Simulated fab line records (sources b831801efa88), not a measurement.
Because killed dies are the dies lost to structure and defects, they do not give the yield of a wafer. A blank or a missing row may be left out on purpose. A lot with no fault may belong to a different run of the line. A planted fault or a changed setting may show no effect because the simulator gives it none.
One fault through the eyes of 2 desks ; flow gf180mcu ; every desk sees just its own numbers, and what lay behind them comes last

## AT THE TOOL OWNER'S DESK: pecvd-01
The tool's own readings at GF_PASSIVATION_CVD_00 (deposits SiO2 from TEOS, target thk 1000 nm, time 111.95 s): means of the sampled wafers that have a number, for each lot that ran on this tool. If a lot's mean is further than 4 standard deviations from the usual mean, the lot is out of limits and carries the mark OUT (the distance appears in the brackets).
Columns: A = heaterPowerW at GF_PASSIVATION_CVD_00, usual 669 W; B = rfFwdPowerW at GF_PASSIVATION_CVD_00, usual 595.5 W
lot;first seen here;A;B
L221;day 27 23:08;710;595.6
L222;day 28 08:06;766;596.4
L226;day 29 15:42;744;594.2
L235;day 32 04:10;735;596.2
L236;day 32 11:12;709;594.6
Result from this desk: across the 5 lots, nothing is out of limits.

## THE METROLOGY DESK
Means of the sampled wafers that have a number, per lot and without regard to the tool the lot ran on: this is what the gauges read. If a lot's mean is further than 4 standard deviations from the usual mean, the lot is out of limits and carries the mark OUT (the distance appears in the brackets).
Columns: A = TOP_METAL_ALCU_RS at GF_TOP_METAL_RS_MEAS_05, usual 0.0328 ohm/sq; B = PASSIVATION_CVD_00_THK at GF_PASSIVATION_THK_MEAS_01, usual 1004 nm
lot;first seen here;A;B
L221;day 27 02:53;0.0323;1007
L222;day 27 11:37;0.0328;1010
L223;day 27 20:13;0.0320;992
L226;day 28 19:55;0.0323;1006
L230;day 30 02:40;0.0329;1006
L235;day 31 11:05;0.0325;778 (-15) OUT
L236;day 31 17:48;0.0334;890 (-7.6) OUT
L240;day 32 14:14;0.0318;1002
L243;day 33 06:29;0.0329;1005
L244;day 33 16:16;0.0330;1008
This desk reports L235, L236 out of limits; the earliest was L235 at day 32 04:16 (PASSIVATION_CVD_00_THK at GF_PASSIVATION_THK_MEAS_01). Within limits: L221, L222, L223, L226, L230, L240, L243, L244.

## BROUGHT TOGETHER
L235, L236 would have let the metrology desk raise an alarm at day 32 04:16.
The tool owner's desk saw nothing out of limits.
On record at the tool owner's desk: L235, L236, within its limits.
Every lot named ran GF_PASSIVATION_CVD_00 on pecvd-01.

## WHAT HAD BEEN PUT IN BY THE SIMULATOR
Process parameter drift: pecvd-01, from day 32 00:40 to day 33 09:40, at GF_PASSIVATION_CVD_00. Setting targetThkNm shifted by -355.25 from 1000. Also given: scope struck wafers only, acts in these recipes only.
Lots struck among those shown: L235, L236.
Per desk, hours elapsed from the start of the fault to the first reading out of limits: for the metrology desk, 4.
